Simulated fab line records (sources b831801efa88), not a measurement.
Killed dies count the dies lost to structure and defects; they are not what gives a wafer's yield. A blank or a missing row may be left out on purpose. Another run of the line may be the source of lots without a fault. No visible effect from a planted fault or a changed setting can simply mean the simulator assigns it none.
The same fault as seen by 2 desks | flow gf180mcu | what lay behind the numbers comes last; until then each desk has only its own

== AT THE METROLOGY DESK ==
What the gauges read for every lot (on any tool): the sampled wafers with a number, averaged. The brackets show how far a lot's mean lies from the usual mean; more than 4 standard deviations puts the lot out of limits, marked OUT.
Columns: A = V4_BOW at GF_V4_BOW_MEAS_05, usual 135 um; B = V4_W_RS at GF_V4_RS_MEAS_24, usual 0.325 ohm/sq; C = V4_W_THK at GF_V4_THK_MEAS_25, usual 336 nm
lot  | first seen here | A   | B                | C
L412 | day 24 09:58    | 144 | 0.321            | 345
L414 | day 25 04:47    | 136 | 0.325            | 342
L416 | day 25 16:23    | 139 | 0.335            | 329
L417 | day 26 04:44    | 122 | 0.325            | 334
L418 | day 26 09:04    | 145 | 0.325            | 333
L421 | day 27 10:14    | 135 | 0.330            | 334
L426 | day 29 01:49    | 134 | 0.322            | 332
L429 | day 30 06:05    | 151 | 0.383 (+10) OUT  | 288 (-7.6) OUT
L431 | day 30 07:17    | 137 | 0.384 (+10) OUT  | 286 (-7.9) OUT
L432 | day 30 20:55    | 139 | 0.378 (+9.4) OUT | 290 (-7.4) OUT
L433 | day 30 23:31    | 124 | 0.329            | 332
This desk's result: L429, L431, L432 out of limits, first on L429 (V4_W_RS at GF_V4_RS_MEAS_24), day 31 01:22. L412, L414, L416, L417, L418, L421, L426, L433 stayed within limits.

== FOR THE TOOL OWNER'S DESK: cvd_w-02 ==
The tool's own readings at GF_V4_CVD_23 (deposits W, target thk 350 nm, time 104.9 s): means of the sampled wafers that have a number, for each lot that ran on this tool. The brackets show how far a lot's mean lies from the usual mean; more than 4 standard deviations puts the lot out of limits, marked OUT.
Columns: A = heater_power_w at GF_V4_CVD_23, usual 916 W
lot  | first seen here | A
L412 | day 25 08:47    | 845
L414 | day 26 03:10    | 860
L417 | day 27 03:13    | 834
L418 | day 27 07:38    | 847
L426 | day 29 21:57    | 897
L429 | day 31 01:16    | 905
L431 | day 31 02:10    | 902
L432 | day 31 16:12    | 855
This desk's finding: nothing out of limits on any of the 8 lots.

== BROUGHT TOGETHER ==
The metrology desk could have raised an alarm at day 31 01:22, on L429, L431, L432.
The tool owner's desk saw nothing out of limits.
The tool owner's desk has L429, L431, L432 on record, within its limits.
Every lot named ran GF_V4_CVD_23 on cvd_w-02.

== WHAT THE SIMULATOR HAD PUT IN ==
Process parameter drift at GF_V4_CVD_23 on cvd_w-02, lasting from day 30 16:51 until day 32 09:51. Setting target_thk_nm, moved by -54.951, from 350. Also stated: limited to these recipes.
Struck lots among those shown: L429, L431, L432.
Hours from the fault's start to each desk's first reading out of limits: the metrology desk, 9.
